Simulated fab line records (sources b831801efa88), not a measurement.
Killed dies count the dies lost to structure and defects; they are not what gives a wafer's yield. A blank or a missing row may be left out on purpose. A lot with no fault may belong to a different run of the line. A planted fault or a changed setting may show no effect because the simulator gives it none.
The tool behind it: which one? + flow sfqLine + at 1 step of a route of 325, 14 lots with 42 wafers sampled

WHAT THE GAUGES READ, wafer by wafer
Not one reading of a measure or inspect step in the record can be checked against a usual standard deviation.

TOOL THAT RAN EACH LOT (tool first, then ch and the chambers of the sampled wafers, then the start)
| lot  | SFQ_TRILAYER_M7_LITHO_COAT_177   |
|------|----------------------------------|
| L504 | lithoTrack-01 ch 0, day 69 06:35 |
| L505 | lithoTrack-01 ch 0, day 70 07:50 |
| L506 | lithoTrack-01 ch 0, day 70 10:08 |
| L507 | lithoTrack-04 ch 0, day 70 13:53 |
| L513 | lithoTrack-01 ch 0, day 71 21:49 |
| L514 | lithoTrack-04 ch 0, day 73 01:10 |
| L515 | lithoTrack-03 ch 0, day 73 04:52 |
| L518 | lithoTrack-04 ch 0, day 73 09:35 |
| L519 | lithoTrack-04 ch 0, day 73 19:16 |
| L520 | lithoTrack-01 ch 0, day 74 02:22 |
| L521 | lithoTrack-04 ch 0, day 74 06:08 |
| L522 | lithoTrack-03 ch 0, day 75 08:01 |
| L524 | lithoTrack-01 ch 0, day 75 17:40 |
| L525 | lithoTrack-01 ch 0, day 75 21:53 |
- SFQ_TRILAYER_M7_LITHO_COAT_177: resist thk 600 nm.

AS READ BY THE TOOLS THEMSELVES (means over the sampled wafers that have a number; for cases with no such wafer, the mark the record gives instead)
SFQ_TRILAYER_M7_LITHO_COAT_177.
| lot  | tool          | spinSpeedRpm (rpm) |
|------|---------------|--------------------|
| L504 | lithoTrack-01 | 3003.1             |
| L505 | lithoTrack-01 | 2999.3             |
| L506 | lithoTrack-01 | 3155.7             |
| L507 | lithoTrack-04 | 2999.9             |
| L513 | lithoTrack-01 | 3153.8             |
| L514 | lithoTrack-04 | 3000.8             |
| L515 | lithoTrack-03 | 2999.5             |
| L518 | lithoTrack-04 | 3000.1             |
| L519 | lithoTrack-04 | 2999.2             |
| L520 | lithoTrack-01 | 3002.0             |
| L521 | lithoTrack-04 | 2997.7             |
| L522 | lithoTrack-03 | 2999.5             |
| L524 | lithoTrack-01 | 2997.4             |
| L525 | lithoTrack-01 | 2999.6             |

THE ANSWER, worked out from the rows above alone
Rule: usual is defined by the lots themselves. Put in order of their means at a reading, lots are off if they are a third of the lots or fewer, leave a main group of 4 or more, and stand apart from it by a gap of 3 or more times the standard deviation of the main group's means; of several such gaps the widest counts. The tables above print the reading to a certain number of digits; a main group whose means all agree to those digits is not used. Also off: a lot with no number at a reading for which 4 or more lots have one. The other lots that the step has rows for count as sound. After the gauges, taken in route order, come the tools' own readings; for these a lot's mean is taken, as printed above. The first step at which some lot is off is used, and at that step the reading that is off furthest; a lot without a number counts as furthest.
Off, at SFQ_TRILAYER_M7_LITHO_COAT_177 on spinSpeedRpm: L506, L513. Main group: mean 2999.8 rpm, sd 1.5.
A tool fits if, at that step or a process step before it, it ran every lot that is off, and no sound lot after the first of them. Not one of the candidates tried fits.

WHAT HAD BEEN PUT IN BY THE SIMULATOR
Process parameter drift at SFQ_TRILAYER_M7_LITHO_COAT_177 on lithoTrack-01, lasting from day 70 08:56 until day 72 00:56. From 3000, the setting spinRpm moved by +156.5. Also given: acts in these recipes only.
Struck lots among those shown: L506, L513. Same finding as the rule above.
